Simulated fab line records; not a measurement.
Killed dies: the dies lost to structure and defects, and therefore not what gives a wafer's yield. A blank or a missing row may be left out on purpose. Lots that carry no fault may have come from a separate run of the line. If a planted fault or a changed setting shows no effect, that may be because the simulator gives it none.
Which tool did it? -- flow gf180mcu -- Sampling: 12 lots, 36 wafers, 6 of 602 route steps

== WHAT THE GAUGES SHOWED, per wafer ==
GF_HV_LDD_TW_MEAS_11.
lot,measured,on,HV_LDD_TW
L782,day 11 02:08,film metro-02,2385 2384 2391
L783,day 11 10:13,film metro-03,2428 2418 2413
L784,day 11 20:47,film metro-02,2388 2398 2389
L788,day 13 12:17,film metro-02,2374 2373 2384
L789,day 13 15:35,film metro-02,2393 2385 2368
L791,day 14 05:56,film metro-01,2455 2450 2451
L792,day 14 08:35,film metro-03,2415 2417 2421
L794,day 15 04:41,film metro-03,2456 2448 2436
L797,day 15 19:59,film metro-01,2439 2427 2444
L798,day 16 02:50,film metro-03,2435 2421 2436
L800,day 16 16:26,film metro-03,2438 2416 2416
L801,day 17 05:23,film metro-03,2444 2432 2433

GF_HV_LDD_TW_MEAS_38.
lot,measured,on,HV_LDD_3_TW
L782,day 12 16:50,film metro-03,1447 1456 1452
L783,day 13 00:31,film metro-01,1461 1450 1452
L784,day 13 12:10,film metro-03,1443 1461 1446
L788,day 15 06:53,film metro-03,1459 1459 1451
L789,day 15 11:13,film metro-02,1425 1417 1416
L791,day 16 00:56,film metro-03,1442 1453 1454
L792,day 16 04:19,film metro-01,1460 1459 1463
L794,day 17 02:05,film metro-02,1406 1409 1403
L797,day 17 18:32,film metro-02,1404 1417 1414
L798,day 18 01:05,film metro-02,1417 1411 1418
L800,day 18 15:50,film metro-01,1458 1450 1452
L801,day 19 04:47,film metro-02,1408 1421 1414

GF_PSD_RS_MEAS_14: measures by four-point-probe.
lot,measured,on,NSD_RS (ohm/sq)
L782,day 15 11:16,film metro-03,46.09 46.16 46.06
L783,day 15 18:55,film metro-04,46.25 46.17 46.13
L784,day 16 08:11,film metro-01,46.11 46.22 46.02
L788,day 18 06:11,film metro-03,45.98 46.10 46.02
L789,day 18 10:37,film metro-03,46.04 46.09 46.07
L791,day 19 02:40,film metro-01,47.37 47.48 47.40
L792,day 19 04:49,film metro-03,47.54 47.44 47.50
L794,day 20 05:56,film metro-04,45.97 46.02 46.00
L797,day 20 22:10,film metro-01,45.98 46.06 46.02
L798,day 21 04:49,film metro-04,46.08 46.00 46.09
L800,day 21 20:11,film metro-01,46.09 46.08 46.10
L801,day 22 08:28,film metro-01,45.98 46.08 45.94

== TOOL THAT RAN EACH LOT (tool first, then ch and the chambers of the sampled wafers, then the start) ==
lot,GF_HV_LDD_RTA_52,GF_NSD_IMPLANT_10,GF_NSD_STRIP_11
L782,"rtp anneal-02 ch 0, day 13 13:02","implanter-04 ch 0, day 14 12:43","plasma asher-04 ch 0,1, day 14 12:52"
L783,"rtp anneal-01 ch 0, day 13 21:02","implanter-04 ch 0, day 14 20:54","plasma asher-01 ch 0,1, day 14 21:01"
L784,"rtp anneal-02 ch 0, day 14 08:41","implanter-04 ch 0, day 15 08:55","plasma asher-04 ch 0,1, day 15 09:04"
L788,"rtp anneal-02 ch 0, day 16 05:06","implanter-01 ch 0, day 17 05:41","plasma asher-01 ch 0,1, day 17 05:48"
L789,"rtp anneal-01 ch 0, day 16 09:20","implanter-04 ch 0, day 17 10:32","plasma asher-02 ch 0,1, day 17 10:41"
L791,"rtp anneal-02 ch 0, day 16 23:44","implanter-04 ch 0, day 18 01:51","plasma asher-04 ch 0,1, day 18 02:00"
L792,"rtp anneal-02 ch 0, day 17 02:59","implanter-04 ch 0, day 18 04:21","plasma asher-01 ch 0,1, day 18 04:30"
L794,"rtp anneal-01 ch 0, day 18 01:48","implanter-02 ch 0, day 19 04:56","plasma asher-04 ch 0, day 19 05:03"
L797,"rtp anneal-01 ch 0, day 18 18:11","implanter-01 ch 0, day 19 21:16","plasma asher-01 ch 0,1, day 19 21:25"
L798,"rtp anneal-01 ch 0, day 19 01:05","implanter-01 ch 0, day 20 03:58","plasma asher-04 ch 0,1, day 20 04:07"
L800,"rtp anneal-02 ch 0, day 19 16:33","implanter-02 ch 0, day 20 19:53","plasma asher-01 ch 0,1, day 20 20:01"
L801,"rtp anneal-01 ch 0, day 20 05:00","implanter-01 ch 0, day 21 07:59","plasma asher-02 ch 0,1, day 21 08:07"
- GF_HV_LDD_RTA_52: time 10 s.
- GF_NSD_IMPLANT_10
- GF_NSD_STRIP_11: strips in O2/N2.

== WHAT THE TOOLS THEMSELVES READ (means of the sampled wafers that have a number; where no wafer has one, the mark that the record gives instead) ==
GF_HV_LDD_RTA_52.
lot,tool,lamp power pct (%),wafer_temp_C_max
L782,rtp anneal-02,35,1006.0
L783,rtp anneal-01,28,1008.7
L784,rtp anneal-02,35,1004.3
L788,rtp anneal-02,35,1003.4
L789,rtp anneal-01,28,1006.3
L791,rtp anneal-02,35,1004.5
L792,rtp anneal-02,35,1004.1
L794,rtp anneal-01,28,1008.5
L797,rtp anneal-01,28,1008.1
L798,rtp anneal-01,28,1008.6
L800,rtp anneal-02,35,1004.1
L801,rtp anneal-01,28,1008.8

GF_NSD_IMPLANT_10.
lot,tool,beam on s (s),faraday current uA
L782,implanter-04,10.03,2774
L783,implanter-04,10.10,2760
L784,implanter-04,9.95,2805
L788,implanter-01,9.90,2813
L789,implanter-04,9.99,2791
L791,implanter-04,7.76,3588
L792,implanter-04,8.03,3461
L794,implanter-02,10.04,2776
L797,implanter-01,10.46,2661
L798,implanter-01,9.79,2841
L800,implanter-02,9.90,2818
L801,implanter-01,9.88,2826

GF_NSD_STRIP_11.
lot,tool,drypump motor current A (A),heater power w (W),n2 flow sccm (sccm),oes product au (a.u.),strip time to endpoint s (s)
L782,plasma asher-04,5.8,302,300.1,0.490,22.98
L783,plasma asher-01,5.2,349,299.8,0.482,22.99
L784,plasma asher-04,6.1,305,300.8,0.489,23.00
L788,plasma asher-01,5.2,347,300.2,0.490,22.93
L789,plasma asher-02,6.0,343,300.6,0.489,22.99
L791,plasma asher-04,6.0,308,299.2,0.488,22.90
L792,plasma asher-01,5.2,344,299.6,0.489,22.85
L794,plasma asher-04,5.5,301,299.3,0.489,22.93
L797,plasma asher-01,5.2,346,300.9,0.484,22.91
L798,plasma asher-04,5.8,301,300.6,0.488,22.97
L800,plasma asher-01,5.3,320,300.2,0.485,22.99
L801,plasma asher-02,5.9,366,299.8,0.485,22.97

== THE ANSWER, worked out from the rows above alone ==
Rule: usual is defined by the lots themselves. The widest of any qualifying gaps counts: lots, ordered by their means at a reading, are off when they make up no more than a third of the lots, leave a main group of 4 or more, and stand apart from it by 3 or more times the standard deviation of that group's means. Not used: any main group whose means are identical at the precision the tables above print for the reading. Also off: a lot with no number at a reading for which 4 or more lots have one. The other lots that the step has rows for count as sound. First the gauges in route order, then the tools' own readings, where a lot's mean is used as printed above. The first step at which some lot is off is used, and at that step the reading that is off furthest; a lot without a number counts as furthest.
Off: L791, L792, seen at GF_PSD_RS_MEAS_14 (NSD_RS). For the main group the mean is 46.07 ohm/sq and the standard deviation 0.055.
If a tool, at a process step before that reading, ran all the lots that are off and no sound lot after the first of them, it fits. Not tried: the gauges at GF_PSD_RS_MEAS_14; whatever is off there is also off at GF_NSD_IMPLANT_10, on other tools, and gauge error can't account for it. One fits: implanter-04 at GF_NSD_IMPLANT_10. A fault onset in the window from L789 (day 17 10:32, its last sound lot) to L791 (day 18 01:51, its first lot off) fits.
The tool's own readings at GF_NSD_IMPLANT_10 bear it out: on the lots that are off they differ by more than 5 times the standard deviation of the sound lots' means. beam on s reads 7.89 s there against 10.00 s on the sound lots; faraday current uA reads 3524 there against 2786 on the sound lots.

== WHAT THE SIMULATOR PUT IN ==
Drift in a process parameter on implanter-04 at GF_NSD_IMPLANT_10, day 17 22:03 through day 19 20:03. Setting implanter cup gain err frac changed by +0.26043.
Struck lots among those shown: L791, L792. Same finding as the rule above.
